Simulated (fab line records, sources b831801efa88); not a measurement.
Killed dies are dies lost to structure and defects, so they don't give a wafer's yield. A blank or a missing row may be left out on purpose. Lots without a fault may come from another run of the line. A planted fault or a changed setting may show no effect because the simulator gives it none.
Problem report in the 8D (eight disciplines) form, filled by code | flow sky130 | the parts of the form that need people (team, actions taken, sign-off) are left out

1. THE PROBLEM
beam_energy_keV at SKY_NWELL_IMPLANT_24 reads a mean of 142.23 on 9 wafers of 3 lots; wafers without a fault read 140.00 with a standard deviation of 0.039. That is +57 standard deviations from the usual mean.
First seen on wafer L196.2, day 7 08:46, on implanter-03. The record holds 42 wafers of 14 lots with a number at this step. Rule for "out", or "out of limits": more than 4 standard deviations from the usual mean. The other wafers with a number count as sound.

2. WHAT IT IS AND WHAT IT IS NOT
question                    | is                     | is not
which readings at this step | beam_energy_keV        | -
which lots                  | L196, L198, L201       | L189, L190, L191, L193, L195, L205, L206, L208, L209, L210, L211
which wafers of those lots  | all that have a number | -
read on which tools         | implanter-03           | implanter-01, implanter-04
when                        | from day 7 08:46       | up to then (15 sound wafers); but 18 sound wafers of L205, L206, L208, L209, L210, L211 came after

3. SUSPECTS, AND WHAT RULES EACH OUT
Counting: a tool at a process step up to the reading stays a suspect if it ran every lot that is out and no sound lot after the first of them.
- implanter-03 at SKY_NWELL_IMPLANT_24: ruled out as a lasting fault. Sound lots L208, L210 ran on it after its first lot that is out, L196 (day 7 08:46).
Left after counting: nothing in the record.

4. THE CAUSE (what the simulator had put in)
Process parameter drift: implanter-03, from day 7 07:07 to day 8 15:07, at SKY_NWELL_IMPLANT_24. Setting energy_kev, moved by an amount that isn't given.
Counting ruled it out, wrongly.

5. THE CHAIN OF EFFECTS, in route order
Each row: a reading whose mean over the struck wafers that have a number lies more than 3 standard deviations from the usual. Only readings for which the record gives a usual standard deviation are gone through. hours: the time from each lot's start at the first step in this table that gives one to its start at this step, as a median over the lots. sigmas: the change in usual standard deviations.
hours | step                 | reading         | usual  | on struck wafers | change | sigmas
0     | SKY_NWELL_IMPLANT_24 | beam_energy_keV | 140.00 | 142.23           | +2.23  | +57
The process steps in it:
- SKY_NWELL_IMPLANT_24
Later measuring or inspecting steps at which every struck wafer that the step has a row for has a number for every such reading, and none has moved that far: SKY_VT_ADJUST_HVTP_CD_MEAS_07, SKY_VT_ADJUST_HVTP_TW_MEAS_11.

6. WHAT WOULD HAVE CAUGHT IT SOONER
In this record the first reading out of limits was taken at day 7 08:46, 2 hours after the fault began at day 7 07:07.
